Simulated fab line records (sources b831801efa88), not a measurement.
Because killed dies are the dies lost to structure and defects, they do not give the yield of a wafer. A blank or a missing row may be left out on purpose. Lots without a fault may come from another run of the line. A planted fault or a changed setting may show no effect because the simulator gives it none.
What tool caused it? :: flow gf180mcu :: Sampling: 14 lots, 42 wafers, 5 of 602 route steps

WHAT EACH GAUGE READ, for each wafer
GF_DUAL_GATE_THK_MEAS_03. Usual: DUAL_GATE_OXIDATION_00_THK 10.82 nm, standard deviation 0.24.
lot: L445
measured: day 7 22:58
on: film_metro-03
DUAL_GATE_OXIDATION_00_THK (nm): 11.19 11.04 11.22
flag: 

lot: L446
measured: day 8 05:27
on: film_metro-02
DUAL_GATE_OXIDATION_00_THK (nm): 10.93 10.95 10.82
flag: 

lot: L447
measured: day 8 11:11
on: film_metro-01
DUAL_GATE_OXIDATION_00_THK (nm): 10.82 10.87 10.70
flag: 

lot: L449
measured: day 9 01:46
on: film_metro-02
DUAL_GATE_OXIDATION_00_THK (nm): 10.96 10.99 10.97
flag: 

lot: L450
measured: day 9 08:23
on: film_metro-03
DUAL_GATE_OXIDATION_00_THK (nm): 10.86 10.79 10.77
flag: 

lot: L451
measured: day 9 16:04
on: film_metro-02
DUAL_GATE_OXIDATION_00_THK (nm): 10.97 10.75 11.00
flag: 

lot: L453
measured: day 10 01:59
on: film_metro-01
DUAL_GATE_OXIDATION_00_THK (nm): 11.04 11.08 11.14
flag: 

lot: L458
measured: day 11 13:25
on: film_metro-03
DUAL_GATE_OXIDATION_00_THK (nm): 10.55 10.52 10.31
flag: 

lot: L460
measured: day 12 04:58
on: film_metro-01
DUAL_GATE_OXIDATION_00_THK (nm): 10.54 10.69 10.90
flag: 

lot: L462
measured: day 12 17:20
on: film_metro-02
DUAL_GATE_OXIDATION_00_THK (nm): 10.74 10.67 10.68
flag: 

lot: L463
measured: day 12 22:35
on: film_metro-01
DUAL_GATE_OXIDATION_00_THK (nm): 10.89 10.69 10.66
flag: 

lot: L464
measured: day 13 05:17
on: film_metro-01
DUAL_GATE_OXIDATION_00_THK (nm): 10.83 10.71 10.97
flag: 

lot: L466
measured: day 13 21:58
on: film_metro-03
DUAL_GATE_OXIDATION_00_THK (nm): 10.66 10.52 10.58
flag: 

lot: L467
measured: day 14 03:13
on: film_metro-03
DUAL_GATE_OXIDATION_00_THK (nm): 10.70 10.98 10.99
flag: 

GF_HV_LDD_CD_MEAS_07 targets a cd of 400 nm. Usual: cd_nm 399.2 nm, standard deviation 2.4.
lot: L445
measured: day 10 08:26
on: cd_sem-02
cd_nm (nm): 400.2 401.2 400.4
flag: 

lot: L446
measured: day 10 12:33
on: cd_sem-01
cd_nm (nm): 400.1 395.7 399.8
flag: 

lot: L447
measured: day 10 22:44
on: cd_sem-02
cd_nm (nm): 398.0 398.7 396.6
flag: 

lot: L449
measured: day 11 13:09
on: cd_sem-02
cd_nm (nm): 366.2 367.0 366.7
flag: OFF

lot: L450
measured: day 11 19:05
on: cd_sem-02
cd_nm (nm): 394.4 391.8 393.3
flag: 

lot: L451
measured: day 12 04:41
on: cd_sem-01
cd_nm (nm): 401.7 401.7 399.7
flag: 

lot: L453
measured: day 12 14:33
on: cd_sem-02
cd_nm (nm): 368.2 367.6 366.9
flag: OFF

lot: L458
measured: day 14 06:07
on: cd_sem-01
cd_nm (nm): 401.0 398.6 400.9
flag: 

lot: L460
measured: day 14 21:55
on: cd_sem-02
cd_nm (nm): 398.2 399.9 399.3
flag: 

lot: L462
measured: day 15 13:14
on: cd_sem-02
cd_nm (nm): 398.5 398.3 399.4
flag: 

lot: L463
measured: day 15 17:07
on: cd_sem-01
cd_nm (nm): 398.3 402.0 401.6
flag: 

lot: L464
measured: day 16 02:20
on: cd_sem-01
cd_nm (nm): 400.5 401.1 399.3
flag: 

lot: L466
measured: day 16 19:46
on: cd_sem-01
cd_nm (nm): 401.9 401.2 401.9
flag: 

lot: L467
measured: day 17 04:08
on: cd_sem-01
cd_nm (nm): 400.4 402.2 400.9
flag: 

GF_HV_LDD_OVL_MEAS_20. Usual: HV_LDD_01_OVL 0.2 nm, standard deviation 1.2.
lot: L445
measured: day 11 03:21
on: overlay-02
HV_LDD_01_OVL (nm): 2.4 1.5 0.6
flag: 

lot: L446
measured: day 11 07:21
on: overlay-01
HV_LDD_01_OVL (nm): 2.7 2.3 0.8
flag: 

lot: L447
measured: day 11 17:29
on: overlay-01
HV_LDD_01_OVL (nm): 0.6 1.3 0.9
flag: 

lot: L449
measured: day 12 08:06
on: overlay-01
HV_LDD_01_OVL (nm): -0.4 -0.8 0.8
flag: 

lot: L450
measured: day 12 14:35
on: overlay-01
HV_LDD_01_OVL (nm): -1.3 -0.9 0.0
flag: 

lot: L451
measured: day 13 01:02
on: overlay-02
HV_LDD_01_OVL (nm): 0.6 1.5 0.1
flag: 

lot: L453
measured: day 13 11:00
on: overlay-02
HV_LDD_01_OVL (nm): 1.8 -1.7 -1.2
flag: 

lot: L458
measured: day 15 03:53
on: overlay-02
HV_LDD_01_OVL (nm): -0.1 -2.2 0.7
flag: 

lot: L460
measured: day 15 19:11
on: overlay-01
HV_LDD_01_OVL (nm): 0.3 -0.2 -0.6
flag: 

lot: L462
measured: day 16 11:18
on: overlay-02
HV_LDD_01_OVL (nm): 0.8 0.0 0.0
flag: 

lot: L463
measured: day 16 16:14
on: overlay-02
HV_LDD_01_OVL (nm): -0.2 -1.7 -0.8
flag: 

lot: L464
measured: day 17 01:02
on: overlay-01
HV_LDD_01_OVL (nm): -0.9 -2.2 -2.6
flag: 

lot: L466
measured: day 17 19:24
on: overlay-02
HV_LDD_01_OVL (nm): -1.5 -0.5 -1.6
flag: 

lot: L467
measured: day 18 03:42
on: overlay-02
HV_LDD_01_OVL (nm): -0.2 -1.1 0.9
flag: 

GF_NSD_TW_MEAS_12. Usual: NSD_TW 4271, standard deviation 37.
lot: L445
measured: day 13 17:29
on: film_metro-03
NSD_TW: 4359 4299 4327
flag: 

lot: L446
measured: day 13 23:14
on: film_metro-04
NSD_TW: 4228 4238 4250
flag: 

lot: L447
measured: day 14 09:41
on: film_metro-04
NSD_TW: 4288 4287 4291
flag: 

lot: L449
measured: day 15 01:23
on: film_metro-04
NSD_TW: 4261 4244 4259
flag: 

lot: L450
measured: day 15 09:05
on: film_metro-03
NSD_TW: 4290 4308 4315
flag: 

lot: L451
measured: day 15 19:26
on: film_metro-03
NSD_TW: 4307 4297 4283
flag: 

lot: L453
measured: day 16 07:01
on: film_metro-04
NSD_TW: 4288 4254 4257
flag: 

lot: L458
measured: day 18 04:31
on: film_metro-04
NSD_TW: 4232 4263 4231
flag: 

lot: L460
measured: day 18 19:16
on: film_metro-03
NSD_TW: 4317 4319 4312
flag: 

lot: L462
measured: day 19 13:56
on: film_metro-03
NSD_TW: 4305 4297 4279
flag: 

lot: L463
measured: day 19 20:04
on: film_metro-04
NSD_TW: 4264 4275 4262
flag: 

lot: L464
measured: day 20 04:47
on: film_metro-01
NSD_TW: 4259 4234 4229
flag: 

lot: L466
measured: day 21 00:51
on: film_metro-04
NSD_TW: 4281 4266 4282
flag: 

lot: L467
measured: day 21 09:41
on: film_metro-03
NSD_TW: 4315 4319 4326
flag: 

TOOL THAT RAN EACH LOT (tool first, then ch and the chambers of the sampled wafers, then the start)
lot: L445
GF_HV_LDD_DEVELOP_06: litho_track-01 ch 0, day 10 08:17

lot: L446
GF_HV_LDD_DEVELOP_06: litho_track-01 ch 0, day 10 12:24

lot: L447
GF_HV_LDD_DEVELOP_06: litho_track-04 ch 0, day 10 22:35

lot: L449
GF_HV_LDD_DEVELOP_06: litho_track-01 ch 0, day 11 12:59

lot: L450
GF_HV_LDD_DEVELOP_06: litho_track-03 ch 0, day 11 18:56

lot: L451
GF_HV_LDD_DEVELOP_06: litho_track-04 ch 0, day 12 04:32

lot: L453
GF_HV_LDD_DEVELOP_06: litho_track-01 ch 0, day 12 14:20

lot: L458
GF_HV_LDD_DEVELOP_06: litho_track-03 ch 0, day 14 05:58

lot: L460
GF_HV_LDD_DEVELOP_06: litho_track-03 ch 0, day 14 21:46

lot: L462
GF_HV_LDD_DEVELOP_06: litho_track-01 ch 0, day 15 13:06

lot: L463
GF_HV_LDD_DEVELOP_06: litho_track-01 ch 0, day 15 16:58

lot: L464
GF_HV_LDD_DEVELOP_06: litho_track-03 ch 0, day 16 02:11

lot: L466
GF_HV_LDD_DEVELOP_06: litho_track-01 ch 0, day 16 19:37

lot: L467
GF_HV_LDD_DEVELOP_06: litho_track-01 ch 0, day 17 04:00
- GF_HV_LDD_DEVELOP_06: develop time 60 s.

WHAT THE TOOLS THEMSELVES READ (means of the sampled wafers that have a number; where no wafer has one, the mark that the record gives instead)
GF_HV_LDD_DEVELOP_06. Usual: resist_line_temp_C 23.01 C, standard deviation 0.12.
lot: L445
tool: litho_track-01
resist_line_temp_C (C): 22.92
flag: 

lot: L446
tool: litho_track-01
resist_line_temp_C (C): 23.06
flag: 

lot: L447
tool: litho_track-04
resist_line_temp_C (C): 23.21
flag: 

lot: L449
tool: litho_track-01
resist_line_temp_C (C): 22.99
flag: 

lot: L450
tool: litho_track-03
resist_line_temp_C (C): 22.88
flag: 

lot: L451
tool: litho_track-04
resist_line_temp_C (C): 23.00
flag: 

lot: L453
tool: litho_track-01
resist_line_temp_C (C): 22.91
flag: 

lot: L458
tool: litho_track-03
resist_line_temp_C (C): 23.24
flag: 

lot: L460
tool: litho_track-03
resist_line_temp_C (C): 23.09
flag: 

lot: L462
tool: litho_track-01
resist_line_temp_C (C): 22.97
flag: 

lot: L463
tool: litho_track-01
resist_line_temp_C (C): 23.04
flag: 

lot: L464
tool: litho_track-03
resist_line_temp_C (C): 23.09
flag: 

lot: L466
tool: litho_track-01
resist_line_temp_C (C): 23.02
flag: 

lot: L467
tool: litho_track-01
resist_line_temp_C (C): 22.85
flag: 

THE ANSWER, worked out from the rows above alone
Rule: a lot counts as off when the mean over its wafers that have a number is more than 3 standard deviations away from the usual mean. A lot without any number at a reading at which 4 lots or more have one is off too. Any other lot the step has rows for is counted as sound. First the gauges in route order, then the tools' own readings, where a lot's mean is used as printed above. At the first step where some lot is off, the reading lying furthest off is the one used; lots without a number count as furthest.
Off: L449, L453, at GF_HV_LDD_CD_MEAS_07 (cd_nm).
A tool fits if, at a process step before that reading, it ran every lot that is off, and no sound lot after the first of them. The gauges at GF_HV_LDD_CD_MEAS_07 are tried like those tools. Not one of the candidates tried fits.

WHAT THE SIMULATOR PUT IN
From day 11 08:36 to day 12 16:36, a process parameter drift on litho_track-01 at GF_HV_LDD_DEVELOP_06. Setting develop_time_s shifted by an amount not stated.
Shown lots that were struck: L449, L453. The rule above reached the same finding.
